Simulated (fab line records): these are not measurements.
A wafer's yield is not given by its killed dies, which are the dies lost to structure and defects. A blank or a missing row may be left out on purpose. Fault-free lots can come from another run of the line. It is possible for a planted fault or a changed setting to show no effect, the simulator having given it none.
fab line records	flow sky130
[record] lots = 13	wafers = 39	last_day = 50
route steps=708 shown POLY_GATE@232 LDD_LDN@300 POLY_CUT@316 SD_P@327 PAD_OPEN@708
lots that met no fault: taken from a fault-free run of the same line
start_h: hours from the record's first day to the start of the lot's first wafer shown	wait_h: hours since the lot's step before	" same as the row above	L1.1+2: a row that stands for several wafers	- no value, or no start was given	* or withheld: withheld	< > ~ a bound
route shown NAME@n: names a module that has steps shown in the file, with the first one's number in the route	usual: average and standard deviation across the fault-free wafers	same: alike in all rows	chamber/n: place in a boat	sites: each site's reading	_std_site: the standard deviation of these	_edge_site: outer sites' mean less inner sites'	radius_mm: how far each site lies from the wafer's centre	mask NAME#n: copy n	behind: the last tool/chamber to shape the wafer	hold: the reason the lot was held/the length of the hold in hours/how it ended	device: transistor that didn't switch, given as n, p or np	end of line: the route-end tests of the same wafers	a step given without rows: its recipe and nothing more	killed: not the wafer's yield, but the dies lost to structure and defects at the first sort	map: shows each die of a wafer: x if killed, . if not, _ if none is there
set.NAME: the setting that was run; set.NAME@STEP: the one run at that earlier step	model.NAME: the simulator's own value behind a step, which no gauge read
steps of the route over a sample of lots; a table a step, a row a wafer
services: when a tool's chamber went out of use (start_h, in hours from the record's first day, below 0 if earlier), for how many hours, and the reason
[[steps]]
[step SKY_POLY_GATE_STRIP_18]
[recipe] chemistry = O2/N2	power_w = 1400	pressure_mtorr = 1500	platen_temp_c = withheld	o2_flow_sccm = 3000	n2_flow_sccm = 300	overash_fraction = 0.5
[usual] drypump_motor_current_A = 5.8/0.42	oes_product_au = 0.361/0.0045	strip_time_to_endpoint_s = 3.17/0.032
[same] overash_fraction = 0.5
lot.wafer	tool	chamber	start_h	wait_h	drypump_motor_current_A	oes_product_au	rf_hours_counter_h	strip_time_to_endpoint_s
L306.2	plasma_asher-04	0	371.08	0.0	6.2	0.362	54	3.15
L306.4	"	1	"	"	6.1	0.357	-	3.16
L306.6	"	1	"	"	6.1	0.366	-	3.14
L309.1	plasma_asher-01	0	390.63	0.0	5.0	0.356	68	3.17
L309.3	"	0	"	"	5.0	0.360	-	3.19
L309.5	"	1	"	"	5.9	0.360	-	3.19
L311.2	plasma_asher-01	1	411.57	0.0	5.9	0.363	70	3.21
L311.3	"	0	"	"	5.1	0.359	-	3.22
L311.6	"	0	"	"	5.0	0.365	-	3.23
L312.1	plasma_asher-01	0	417.43	0.0	5.0	0.348	71	3.15
L312.4	"	0	"	"	5.0	0.369	-	3.10
L312.5	"	1	"	"	5.9	0.352	-	3.13
L314.1	plasma_asher-02	0	441.77	0.0	6.1	0.358	78	3.17
L314.2	"	1	"	"	5.7	0.356	78	3.12
L314.4	"	0	"	"	6.1	0.363	-	3.17
L316.3	plasma_asher-04	1	460.35	0.1	6.1	0.364	-	3.18
L316.4	"	0	"	"	6.2	0.356	-	3.15
L316.5	"	0	"	"	6.2	0.363	-	3.24
L318.1	plasma_asher-04	1	475.17	0.0	6.1	0.360	64	3.12
L318.2	"	0	"	"	6.2	0.353	64	3.14
L318.3	"	1	"	"	6.1	0.363	-	3.15
L319.2	plasma_asher-02	0	483.27	0.0	6.1	0.357	83	3.14
L319.4	"	0	"	"	6.1	0.355	-	3.17
L319.6	"	0	"	"	6.1	0.360	-	3.16
L320.3	plasma_asher-02	0	494.01	0.1	6.1	0.362	-	3.18
L320.4	"	1	"	"	5.7	0.363	-	3.19
L320.6	"	0	"	"	6.1	0.360	-	3.17
L324.1	plasma_asher-02	0	528.92	0.0	6.1	0.354	87	3.21
L324.3	"	1	"	"	5.7	0.360	-	3.13
L324.6	"	0	"	"	6.1	0.364	-	3.18
L325.1	plasma_asher-02	1	542.53	0.0	5.7	0.363	89	3.19
L325.2	"	0	"	"	6.1	0.359	89	3.16
L325.4	"	1	"	"	5.7	0.361	-	3.16
L327.3	plasma_asher-04	1	558.45	0.1	6.1	0.353	-	3.16
L327.4	"	0	"	"	6.2	0.359	-	3.19
L327.5	"	1	"	"	6.1	0.363	-	3.19
L329.2	plasma_asher-01	0	573.47	0.0	5.0	0.358	14	3.16
L329.5	"	0	"	"	5.0	0.367	-	3.21
L329.6	"	1	"	"	5.9	0.366	-	3.13
[step SKY_LDD_LDN_IMPLANT_11]
[recipe] species = As	energy_kev = 15	dose_cm2 = 1.25e+13	tilt_deg = withheld	rotation_deg = 293
[usual] dose_ions_cm2 = 1.25e+13/1.2e+10	end_station_pressure_torr = 5.06e-06/2.9e-07	faraday_current_uA = 70.4/1.4
[same] implant_ion_amu = 75
lot.wafer	tool	chamber	start_h	wait_h	dose_ions_cm2	end_station_pressure_torr	faraday_current_uA
L306.2	implanter-04	0	525.29	0.1	1.2506e+13	5.07e-06	69.6
L306.4	"	0	"	"	1.2488e+13	4.74e-06	67.7
L306.6	"	0	"	"	1.2506e+13	4.55e-06	71.0
L309.1	implanter-01	0	548.28	0.1	1.25e+13	5e-06	70.7
L309.3	"	0	"	"	1.2517e+13	5.61e-06	70.9
L309.5	"	0	"	"	1.2507e+13	5.45e-06	74.4
L311.2	implanter-04	0	566.59	0.1	1.2489e+13	5.29e-06	69.5
L311.3	"	0	"	"	1.2484e+13	5.13e-06	70.2
L311.6	"	0	"	"	1.2495e+13	4.73e-06	68.4
L312.1	implanter-03	0	574.76	0.1	1.2521e+13	4.88e-06	68.6
L312.4	"	0	"	"	1.2479e+13	5.21e-06	69.4
L312.5	"	0	"	"	1.2497e+13	5.82e-06	68.7
L314.1	implanter-04	0	597.18	0.1	1.2505e+13	4.79e-06	72.6
L314.2	"	0	"	"	1.2502e+13	5.12e-06	70.4
L314.4	"	0	"	"	1.2503e+13	5.19e-06	70.3
L316.3	implanter-03	0	614.96	0.1	1.2497e+13	5.66e-06	69.6
L316.4	"	0	"	"	1.2474e+13	4.89e-06	71.8
L316.5	"	0	"	"	1.2498e+13	4.85e-06	72.6
L318.1	implanter-03	0	628.22	0.1	1.2473e+13	5.19e-06	70.4
L318.2	"	0	"	"	1.25e+13	4.99e-06	70.9
L318.3	"	0	"	"	1.2499e+13	5.14e-06	72.1
L319.2	implanter-01	0	636.50	0.1	1.2505e+13	5.09e-06	72.3
L319.4	"	0	"	"	1.2507e+13	5.2e-06	71.4
L319.6	"	0	"	"	1.2506e+13	5.18e-06	70.3
L320.3	implanter-03	0	645.82	0.1	1.2505e+13	4.76e-06	69.9
L320.4	"	0	"	"	1.2508e+13	5.21e-06	69.5
L320.6	"	0	"	"	1.2527e+13	5.26e-06	69.3
L324.1	implanter-01	0	677.56	0.1	7.453e+12	4.78e-06	41.7
L324.3	"	0	"	"	7.46e+12	4.29e-06	42.4
L324.6	"	0	"	"	7.458e+12	5.06e-06	42.3
L325.1	implanter-03	0	690.53	0.1	1.2517e+13	5.18e-06	71.2
L325.2	"	0	"	"	1.2474e+13	4.71e-06	74.1
L325.4	"	0	"	"	1.2491e+13	4.8e-06	70.7
L327.3	implanter-01	0	706.87	0.1	7.472e+12	4.96e-06	42.4
L327.4	"	0	"	"	7.467e+12	5.14e-06	41.8
L327.5	"	0	"	"	7.473e+12	4.8e-06	42.3
L329.2	implanter-04	0	720.15	0.1	1.2485e+13	4.83e-06	69.9
L329.5	"	0	"	"	1.2496e+13	4.7e-06	70.2
L329.6	"	0	"	"	1.2498e+13	5.18e-06	69.5
[step SKY_POLY_CUT_OVL_MEAS_09]
[usual] POLY_CUT_OVL = 3/5.9
lot.wafer	tool	chamber	start_h	wait_h	POLY_CUT_OVL[nm]
L306.2	overlay-02	-	559.35	0.1	0
L306.4	"	-	"	"	-6
L306.6	"	-	"	"	1
L309.1	overlay-01	-	580.15	0.1	7
L309.3	"	-	"	"	1
L309.5	"	-	"	"	9
L311.2	overlay-02	-	597.95	0.1	16
L311.3	"	-	"	"	10
L311.6	"	-	"	"	9
L312.1	overlay-01	-	606.15	0.1	6
L312.4	"	-	"	"	6
L312.5	"	-	"	"	13
L314.1	overlay-01	-	628.20	0.1	4
L314.2	"	-	"	"	8
L314.4	"	-	"	"	10
L316.3	overlay-02	-	645.77	0.1	5
L316.4	"	-	"	"	7
L316.5	"	-	"	"	1
L318.1	overlay-02	-	659.15	0.1	3
L318.2	"	-	"	"	-6
L318.3	"	-	"	"	-6
L319.2	overlay-02	-	667.35	0.1	-9
L319.4	"	-	"	"	-11
L319.6	"	-	"	"	-8
L320.3	overlay-01	-	676.26	0.1	4
L320.4	"	-	"	"	6
L320.6	"	-	"	"	4
L324.1	overlay-01	-	707.79	0.1	-5
L324.3	"	-	"	"	5
L324.6	"	-	"	"	-6
L325.1	overlay-01	-	720.60	0.1	-1
L325.2	"	-	"	"	7
L325.4	"	-	"	"	13
L327.3	overlay-01	-	737.98	0.1	7
L327.4	"	-	"	"	4
L327.5	"	-	"	"	-2
L329.2	overlay-02	-	749.15	0.1	5
L329.5	"	-	"	"	0
L329.6	"	-	"	"	-2
[step SKY_SD_P_CD_MEAS_07]
[recipe] target_cd_nm = 380
[usual] cd_nm = 380.7/2.7
lot.wafer	tool	chamber	start_h	wait_h	cd_nm
L306.2	cd_sem-01	-	589.04	0.1	379.8
L306.4	"	-	"	"	380.4
L306.6	"	-	"	"	377.7
L309.1	cd_sem-02	-	609.99	0.1	383.5
L309.3	"	-	"	"	384.4
L309.5	"	-	"	"	381.1
L311.2	cd_sem-01	-	626.51	0.1	377.6
L311.3	"	-	"	"	379.4
L311.6	"	-	"	"	377.4
L312.1	cd_sem-02	-	635.67	0.1	379.7
L312.4	"	-	"	"	381.5
L312.5	"	-	"	"	380.8
L314.1	cd_sem-01	-	656.77	0.1	380.7
L314.2	"	-	"	"	378.0
L314.4	"	-	"	"	380.2
L316.3	cd_sem-02	-	674.13	0.1	380.9
L316.4	"	-	"	"	380.7
L316.5	"	-	"	"	379.4
L318.1	cd_sem-01	-	686.54	0.1	375.9
L318.2	"	-	"	"	376.8
L318.3	"	-	"	"	377.1
L319.2	cd_sem-02	-	695.76	0.1	380.6
L319.4	"	-	"	"	380.3
L319.6	"	-	"	"	381.8
L320.3	cd_sem-01	-	704.21	0.1	377.9
L320.4	"	-	"	"	377.4
L320.6	"	-	"	"	378.0
L324.1	cd_sem-01	-	735.34	0.1	381.7
L324.3	"	-	"	"	383.1
L324.6	"	-	"	"	382.9
L325.1	cd_sem-01	-	747.74	0.1	379.1
L325.2	"	-	"	"	378.1
L325.4	"	-	"	"	381.1
L327.3	cd_sem-02	-	765.11	0.1	380.0
L327.4	"	-	"	"	380.7
L327.5	"	-	"	"	379.4
L329.2	cd_sem-01	-	776.06	0.1	378.1
L329.5	"	-	"	"	376.6
L329.6	"	-	"	"	375.3
[step SKY_PAD_OPEN_PROBE_99]
[usual] killed_at_M0_to_M3 = 44/7.2	killed_at_M4_up = 3.5/1.8	killed_at_contacts = 25/5.1	killed_at_front_end = 14/4.4	killed_at_other = 0.4/0.58	killed_dies = 87/9.1	killed_open = 48/6.9	killed_short = 38/6.3
[same] gross_dies = 492	killed_at_back_side = 0
lot.wafer	tool	chamber	start_h	wait_h	killed_at_M0_to_M3	killed_at_M4_up	killed_at_contacts	killed_at_front_end	killed_at_other	killed_dies	killed_open	killed_short
L318.1	prober-01	-	1147.06	0.1	32	3	30	13	0	78	40	38
L318.2	prober-01	-	1147.11	0.1	47	3	18	19	1	88	48	39
L318.3	prober-01	-	1147.16	0.2	51	5	27	14	1	98	49	49
L324.1	prober-01	-	1175.69	0.1	50	4	26	9	0	89	45	41
L324.3	prober-01	-	1175.79	0.2	62	2	26	7	0	97	53	43
L324.6	prober-01	-	1175.94	0.2	58	1	26	15	0	100	58	42
// killed by level:class
L318.1 LI_CONTACT:geometric_particle:open=11 METAL1:geometric_particle:short=7 CONTACT:geometric_particle:open=7 VIA1:geometric_particle:short=5 LOCAL_INTERCONNECT:geometric_particle:short=5 CONTACT:geometric_particle:short=5 VIA1:geometric_particle:open=5 POLY_GATE:geometric_particle:short=3
L318.2 VIA3:geometric_particle:open=9 METAL1:geometric_particle:short=8 POLY_GATE:geometric_particle:short=7 LI_CONTACT:geometric_particle:open=7 VIA1:geometric_particle:short=7 VIA1:geometric_particle:open=6 CONTACT:geometric_particle:open=5 FIELD_ISO:geometric_particle:short=4
L318.3 VIA1:geometric_particle:open=10 METAL1:geometric_particle:short=9 LI_CONTACT:geometric_particle:open=8 CONTACT:geometric_particle:open=8 FIELD_ISO:geometric_particle:short=7 METAL2:geometric_particle:short=7 VIA3:geometric_particle:open=7 CONTACT:geometric_particle:short=6
L324.1 VIA1:geometric_particle:open=16 CONTACT:geometric_particle:open=10 VIA1:geometric_particle:short=9 CONTACT:geometric_particle:short=6 METAL1:geometric_particle:short=4 METAL2:geometric_particle:short=4 VIA2:geometric_particle:open=4 VIA3:geometric_particle:short=4
L324.3 VIA1:geometric_particle:open=14 METAL1:geometric_particle:short=10 LI_CONTACT:geometric_particle:open=9 CONTACT:geometric_particle:open=9 VIA3:geometric_particle:open=9 METAL2:geometric_particle:short=8 VIA2:geometric_particle:open=6 VIA3:geometric_particle:short=5
L324.6 VIA1:geometric_particle:open=13 CONTACT:geometric_particle:open=9 VIA3:geometric_particle:open=8 VIA2:geometric_particle:open=7 LI_CONTACT:geometric_particle:open=7 METAL1:geometric_particle:short=7 VIA1:geometric_particle:short=6 METAL2:geometric_particle:short=5
[[services]]
tool	chamber	start_h	hours	kind
plasma_asher-01	-	360.48	13.5	repair
implanter-03	-	382.33	2.9	repair
plasma_asher-01	-	383.41	2.2	repair
plasma_asher-04	-	407.02	2.8	pm
plasma_asher-02	-	415.73	0.4	repair
plasma_asher-01	-	421.25	9.0	pm
plasma_asher-04	-	446.33	1.2	repair
implanter-03	-	455.34	1.2	repair
implanter-03	-	455.34	1.0	repair
plasma_asher-01	-	473.14	2.8	pm
plasma_asher-04	-	491.16	0.8	repair
implanter-01	-	496.12	3.8	pm
implanter-01	-	507.84	4.2	repair
implanter-03	-	514.83	5.6	repair
plasma_asher-04	-	524.79	1.2	repair
implanter-03	-	561.66	7.6	pm
plasma_asher-04	-	568.65	16.2	repair
implanter-03	-	600.14	1.3	repair
implanter-04	-	618.42	1.5	repair
implanter-01	-	622.84	2.6	repair
plasma_asher-01	-	639.18	3.4	repair
plasma_asher-02	-	653.38	2.1	repair
implanter-01	-	707.79	1.9	repair
implanter-03	-	718.94	3.4	pm
[[key]]
[first_sign] step = SKY_LDD_LDN_IMPLANT_11	reading = dose_ions_cm2	direction = down	sigmas = 99+	usual = *	struck = *
[effect] step = SKY_LDD_LDN_IMPLANT_11	reading = faraday_current_uA	direction = down	sigmas = 20	usual = 70.4	struck = 42.1
met_at SKY_LDD_LDN_IMPLANT_11
struck_lots L324,L327
tester_left_out L324,L327
not_acting_at SKY_POLY_GATE_STRIP_18,SKY_POLY_CUT_OVL_MEAS_09,SKY_SD_P_CD_MEAS_07
onset_between 636.50 677.56
[fault] kind = process_parameter_drift	tool = implanter-01	chamber = -	onset_h = 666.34	steps = SKY_LDD_LDN_IMPLANT_11	channel = dose_cm2	offset = *	shape = step	end_h = 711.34	acts_in = *	stated = *
// tester_left_out: of these lots the tester's yield and bins aren't shown, on N5 and GAA mostly nor the transistor test; their killed dies are dies lost to structure and defects alone, not to doping, threshold or leakage, so they don't give the yield
